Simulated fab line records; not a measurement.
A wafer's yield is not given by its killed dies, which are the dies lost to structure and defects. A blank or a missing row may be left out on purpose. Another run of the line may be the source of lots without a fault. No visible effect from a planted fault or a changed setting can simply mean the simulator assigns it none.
Which tool was responsible?	flow gf180mcu	14 lots with 40 wafers sampled at 5 steps, on a route of 602 steps

## WHAT THE GAUGES READ, wafer by wafer
GF_HV_LDD_TW_MEAS_38.
lot	measured	on	HV_LDD_3_TW
L687	day 11 12:56	film-metro-04	1429 1421 1418
L688	day 11 19:01	film-metro-01	1449 1448 1444
L690	day 12 13:33	film-metro-04	1424 1432 1430
L691	day 12 20:37	film-metro-01	1454 1443 1443
L692	day 13 06:02	film-metro-01	1449 1444 1444
L693	day 13 15:18	film-metro-03	1439 1435 1437
L694	day 13 22:53	film-metro-01	1438 1435 1451
L695	day 14 06:37	film-metro-03	1442 1448 1450
L701	day 16 04:16	film-metro-03	1436 1435
L703	day 16 21:05	film-metro-03	1423 1427
L707	day 18 04:33	film-metro-01	1446 1445 1440
L708	day 18 12:08	film-metro-04	1434 1431 1439
L709	day 18 17:49	film-metro-01	1445 1442 1439
L710	day 19 00:28	film-metro-03	1440 1440 1432

GF_SALICIDE_RS_MEAS_04: uses a four-point probe to measure.
lot	measured	on	SALICIDE_TIN_RS (ohm/sq)
L687	day 15 01:51	film-metro-03	16.72 16.60 16.76
L688	day 15 08:25	film-metro-03	16.16 16.44 16.70
L690	day 16 06:06	film-metro-01	16.90 16.24 16.64
L691	day 16 14:18	film-metro-02	16.83 16.86 16.80
L692	day 17 01:01	film-metro-03	16.09 16.11 16.00
L693	day 17 11:35	film-metro-01	16.14 16.43 16.43
L694	day 17 21:14	film-metro-02	16.68 16.74 16.67
L695	day 18 04:26	film-metro-02	15.89 15.97 16.04
L701	day 20 08:22	film-metro-01	18.27 16.01
L703	day 21 02:00	film-metro-01	16.65 18.34
L707	day 22 09:27	film-metro-01	16.21 16.21 16.03
L708	day 22 15:46	film-metro-03	16.89 16.84 16.82
L709	day 22 21:22	film-metro-02	16.05 16.17 16.08
L710	day 23 04:31	film-metro-03	16.38 16.53 16.59

GF_CONTACT_THK_MEAS_03.
lot	measured	on	CONTACT_CVD_02_THK (nm)
L687	day 15 02:30	film-metro-01	853 852 864
L688	day 15 09:04	film-metro-01	837 833 846
L690	day 16 06:45	film-metro-04	860 860 871
L691	day 16 14:58	film-metro-01	854 867 857
L692	day 17 01:38	film-metro-04	849 867 863
L693	day 17 12:16	film-metro-04	850 852 871
L694	day 17 21:53	film-metro-01	828 850 847
L695	day 18 05:05	film-metro-03	856 853 880
L701	day 20 09:01	film-metro-04	856 858
L703	day 21 02:44	film-metro-03	843 848
L707	day 22 10:07	film-metro-01	861 851 866
L708	day 22 16:23	film-metro-01	845 852 865
L709	day 22 22:00	film-metro-03	839 845 861
L710	day 23 05:14	film-metro-04	865 868 875

## TOOL THAT RAN EACH LOT (tool first, then ch and the chambers of the sampled wafers, then the start)
lot	GF_SALICIDE_SPUTTER_02	GF_SALICIDE_RTA_06
L687	pvd-sputter-04, day 15 01:48	rtp-anneal-02 ch 0, day 15 02:02
L688	pvd-sputter-02, day 15 08:22	rtp-anneal-01 ch 0, day 15 08:35
L690	pvd-sputter-04, day 16 06:02	rtp-anneal-01 ch 0, day 16 06:17
L691	pvd-sputter-04, day 16 14:15	rtp-anneal-02 ch 0, day 16 14:29
L692	pvd-sputter-03, day 17 00:54	rtp-anneal-02 ch 0, day 17 01:11
L693	pvd-sputter-03, day 17 11:32	rtp-anneal-01 ch 0, day 17 11:46
L694	pvd-sputter-04, day 17 21:08	rtp-anneal-01 ch 0, day 17 21:24
L695	pvd-sputter-03, day 18 04:23	rtp-anneal-02 ch 0, day 18 04:37
L701	pvd-sputter-02, day 20 08:18	rtp-anneal-02 ch 0, day 20 08:33
L703	pvd-sputter-02, day 21 01:56	rtp-anneal-01 ch 0, day 21 02:11
L707	pvd-sputter-04, day 22 09:23	rtp-anneal-02 ch 0, day 22 09:38
L708	pvd-sputter-04, day 22 15:41	rtp-anneal-01 ch 0, day 22 15:56
L709	pvd-sputter-04, day 22 21:17	rtp-anneal-02 ch 0, day 22 21:32
L710	pvd-sputter-03, day 23 04:26	rtp-anneal-02 ch 0, day 23 04:41
- GF_SALICIDE_SPUTTER_02: material Co, target thk 10 nm, time 20 s.
- GF_SALICIDE_RTA_06: time 30 s.

## AS READ BY THE TOOLS THEMSELVES (means over the sampled wafers that have a number; for cases with no such wafer, the mark the record gives instead)
GF_SALICIDE_SPUTTER_02.
lot	tool	throttle-valve-pct (%)
L687	pvd-sputter-04	28.9
L688	pvd-sputter-02	29.9
L690	pvd-sputter-04	28.8
L691	pvd-sputter-04	28.9
L692	pvd-sputter-03	31.0
L693	pvd-sputter-03	30.3
L694	pvd-sputter-04	28.7
L695	pvd-sputter-03	31.0
L701	pvd-sputter-02	30.0
L703	pvd-sputter-02	30.1
L707	pvd-sputter-04	29.9
L708	pvd-sputter-04	29.5
L709	pvd-sputter-04	28.7
L710	pvd-sputter-03	30.7

GF_SALICIDE_RTA_06.
lot	tool	lamp-power-pct (%)	wafer_temp_C_max
L687	rtp-anneal-02	6.21	531.8
L688	rtp-anneal-01	5.99	531.9
L690	rtp-anneal-01	5.99	531.9
L691	rtp-anneal-02	6.21	532.0
L692	rtp-anneal-02	6.21	531.9
L693	rtp-anneal-01	5.99	532.1
L694	rtp-anneal-01	6.00	531.8
L695	rtp-anneal-02	6.21	532.0
L701	rtp-anneal-02	6.21	531.6
L703	rtp-anneal-01	5.99	531.4
L707	rtp-anneal-02	6.20	531.2
L708	rtp-anneal-01	5.99	532.1
L709	rtp-anneal-02	6.21	531.5
L710	rtp-anneal-02	6.21	531.7

## THE ANSWER, worked out from the rows above alone
Rule: the lots themselves supply what counts as usual. The widest of any qualifying gaps counts: lots, ordered by their means at a reading, are off when they make up no more than a third of the lots, leave a main group of 4 or more, and stand apart from it by 3 or more times the standard deviation of that group's means. A main group is skipped when, at the precision printed for the reading in the tables above, its means are all equal. A lot without any number at a reading at which 4 lots or more have one is off too. Any other lot the step has rows for is counted as sound. Order of review: gauges by route order, followed by the tools' own readings, for which a lot's mean as printed above is used. At the first step where some lot is off, the reading lying furthest off is the one used; lots without a number count as furthest.
Across all readings shown, no lot is off: no conclusion can be drawn from this.

## WHAT THE SIMULATOR HAD PUT IN
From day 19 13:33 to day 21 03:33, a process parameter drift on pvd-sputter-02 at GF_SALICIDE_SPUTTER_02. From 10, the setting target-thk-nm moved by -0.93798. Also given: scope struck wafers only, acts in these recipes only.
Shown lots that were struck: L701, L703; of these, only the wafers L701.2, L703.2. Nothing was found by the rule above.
